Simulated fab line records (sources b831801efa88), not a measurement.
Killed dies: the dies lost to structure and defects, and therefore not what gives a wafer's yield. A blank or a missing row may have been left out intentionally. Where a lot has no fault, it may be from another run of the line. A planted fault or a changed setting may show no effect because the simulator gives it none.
A lot that was struck, set against a sound lot || flow sky130 || 44 steps out of a route of 708
Sound: the wafers L516.1, L516.2, L516.5. The struck wafers were L529.1, L529.2, L529.3. The cause is given at the end.
Per side, at each step with rows, come the tool, then ch with its chambers, and then its first start. Under that, the readings that differ: sound wafers || struck wafers || difference of the means || sigmas: that difference in standard deviations of wafers without a fault.
alike: readings whose means differ by less than 2 such deviations, and words and numbers that are the same on both sides. not compared: withheld readings, readings that some wafer has no value for, bounds like >300 that may hide the same value, and numbers for which the record gives no deviation and whose values overlap.
A row with sigmas, a row that says differs or no value, or rows on one side alone: a step with any of these is where the two part. Non-overlapping numbers with no deviation appear without sigmas and do not part them. A reading that every wafer of one side lacks parts them only if that side has two wafers or more.

first, 2 steps without rows for these wafers: SKY_DNWELL_DEVELOP_06 (develop time 60 s); SKY_DNWELL_IMPLANT_07.
SKY_DNWELL_STRIP_08: strips in O2/N2.
  sound on plasma-asher-03 ch 0,1, day 4 11:23; struck on plasma-asher-04 ch 0,1, day 7 07:40
{"reading": "strip-time-to-endpoint-s (s)", "sound": "36.84 36.92 36.84", "struck": "37.14 37.14 36.99", "difference": "+0.22", "sigmas": "+2"}
  alike: drypump-motor-current-A, n2-flow-sccm, oes-product-au
  not compared: rf-hours-counter-h
SKY_DNWELL_TW_MEAS_09:
  struck on film-metro-03, day 7 07:46; sound on film-metro-01, day 4 11:29
  alike: DNWELL_TW
then, 7 steps without rows for these wafers: SKY_PWDE_DEHYDRATE_00 (time 60 s); SKY_PWDE_HMDS_01 (prime time 60 s); SKY_PWDE_COAT_02 (resist thk 3000 nm); SKY_PWDE_SOFTBAKE_03; SKY_PWDE_EXPOSE_04 (exposes mask PWDEM, target cd 840 nm); SKY_PWDE_PEB_05; SKY_PWDE_DEVELOP_06 (develop time 60 s).
SKY_PWDE_OVL_MEAS_07:
  struck on overlay-02, day 8 02:35; sound on overlay-01, day 5 04:29
  alike: PWDE_OVL
SKY_PWDE_IMPLANT_08:
  sound on implanter-04 ch 0, day 5 04:31; struck on implanter-03 ch 0, day 8 02:56
  alike: faraday-current-uA
SKY_PWDE_STRIP_09: strips in O2/N2.
  sound on plasma-asher-03 ch 0,1, day 5 04:40; struck on plasma-asher-01 ch 0,1, day 8 03:08
  alike: drypump-motor-current-A, n2-flow-sccm, oes-product-au, strip-time-to-endpoint-s
  not compared: rf-hours-counter-h
SKY_PWDE_TW_MEAS_10:
  struck on film-metro-03, day 8 03:14; sound on film-metro-03, day 5 04:46
{"reading": "PWDE_TW", "sound": "375 371 374", "struck": "461 458 461", "difference": "+87", "sigmas": "+23"}
then, 7 steps without rows for these wafers: SKY_NWELL_DEHYDRATE_03 (time 60 s); SKY_NWELL_HMDS_04 (prime time 60 s); SKY_NWELL_COAT_05 (resist thk 3000 nm); SKY_NWELL_SOFTBAKE_06; SKY_NWELL_EXPOSE_07 (exposes mask NWM, target cd 840 nm); SKY_NWELL_PEB_08; SKY_NWELL_DEVELOP_09 (develop time 60 s).
SKY_NWELL_OVL_MEAS_10:
  struck on overlay-02, day 8 23:34; sound on overlay-02, day 5 22:10
  alike: NWELL_00_OVL
then, 3 steps without rows for these wafers: SKY_NWELL_IMPLANT_11; SKY_NWELL_IMPLANT_12; SKY_NWELL_IMPLANT_13.
SKY_NWELL_STRIP_14: strips in O2/N2.
  sound on plasma-asher-04 ch 0,1, day 5 22:39; struck on plasma-asher-01 ch 0,1, day 9 00:03
  alike: drypump-motor-current-A, n2-flow-sccm, oes-product-au, strip-time-to-endpoint-s
  not compared: rf-hours-counter-h
SKY_NWELL_TW_MEAS_15:
  struck on film-metro-01, day 9 00:09; sound on film-metro-03, day 5 22:45
  alike: NWELL_TW
then, 7 steps without rows for these wafers: SKY_NWELL_DEHYDRATE_16 (time 60 s); SKY_NWELL_HMDS_17 (prime time 60 s); SKY_NWELL_COAT_18 (resist thk 3000 nm); SKY_NWELL_SOFTBAKE_19; SKY_NWELL_EXPOSE_20 (exposes mask NWM COMPLEMENT, target cd 840 nm); SKY_NWELL_PEB_21; SKY_NWELL_DEVELOP_22 (develop time 60 s).
SKY_NWELL_OVL_MEAS_23:
  struck on overlay-02, day 9 22:13; sound on overlay-02, day 6 16:58
  alike: NWELL_01_OVL
after that, 1 step had no rows for these wafers: SKY_NWELL_IMPLANT_24.
SKY_NWELL_STRIP_25: strips in O2/N2.
  sound on plasma-asher-04 ch 0,1, day 6 17:10; struck on plasma-asher-01 ch 0,1, day 9 22:24
  alike: drypump-motor-current-A, n2-flow-sccm, oes-product-au, strip-time-to-endpoint-s
  not compared: rf-hours-counter-h
SKY_NWELL_TW_MEAS_26:
  struck on film-metro-02, day 9 22:30; sound on film-metro-03, day 6 17:16
  alike: NWELL_2_TW
then, 1 step without rows for these wafers: SKY_NWELL_CLEAN_27 (cleans in SC1/SC2, time 150 s).
SKY_NWELL_RTA_28: time 30 s.
  sound on rtp-anneal-02 ch 0, day 6 17:22; struck on rtp-anneal-01 ch 0, day 9 22:37
  alike: lamp-power-pct, wafer_temp_C_max
SKY_NWELL_RS_MEAS_29: the measuring method here is four-point-probe.
  struck on film-metro-01, day 9 22:43; sound on film-metro-02, day 6 17:28
  alike: NWELL_RS
SKY_NWELL_RS_MEAS_31: the measuring method here is four-point-probe.
  struck on film-metro-01, day 9 22:57; sound on film-metro-02, day 6 17:43
{"reading": "PWDE_RS (ohm/sq)", "sound": "5284 5270 5306", "struck": "3112 3109 3115", "difference": -2175, "sigmas": "-99 or more"}
-- the record jumps here: 40 days lie between the struck wafers' starts before and after (it left off in module NWELL and takes up again in module PAD_OPEN, whose first step shown is number 708 of the route) --
SKY_PAD_OPEN_PROBE_99:
  struck on prober-01, day 49 22:26; sound on prober-02, day 47 02:58
{"reading": "model.etest.res_p_drift_20v.line-ohm-um", "sound": "1.149e+04 1.217e+04 1.188e+04", "struck": "6523 6168 6739", "difference": -5370, "sigmas": ""}
{"reading": "model.etest.res_p_drift_20v.rs-ohm-sq", "sound": "9584 1.016e+04 9890", "struck": "5522 5255 5701", "difference": -4385, "sigmas": ""}
{"reading": "model.etest.res-pwde-under-gate.rs-ohm-sq", "sound": "6191 6156 6200", "struck": "3354 3375 3354", "difference": -2821, "sigmas": ""}
  alike: killed_at_M0_to_M3, killed_at_M4_up, killed-at-contacts, killed-at-front-end, killed-at-other, killed-dies, killed-open, killed-short

== WHERE THEY PART ==
Earliest at SKY_DNWELL_STRIP_08; latest, in this record, at SKY_NWELL_RS_MEAS_31. Later steps at which nothing parts them and some readings are alike: SKY_PAD_OPEN_PROBE_99.

WHY: the cause the simulator had injected
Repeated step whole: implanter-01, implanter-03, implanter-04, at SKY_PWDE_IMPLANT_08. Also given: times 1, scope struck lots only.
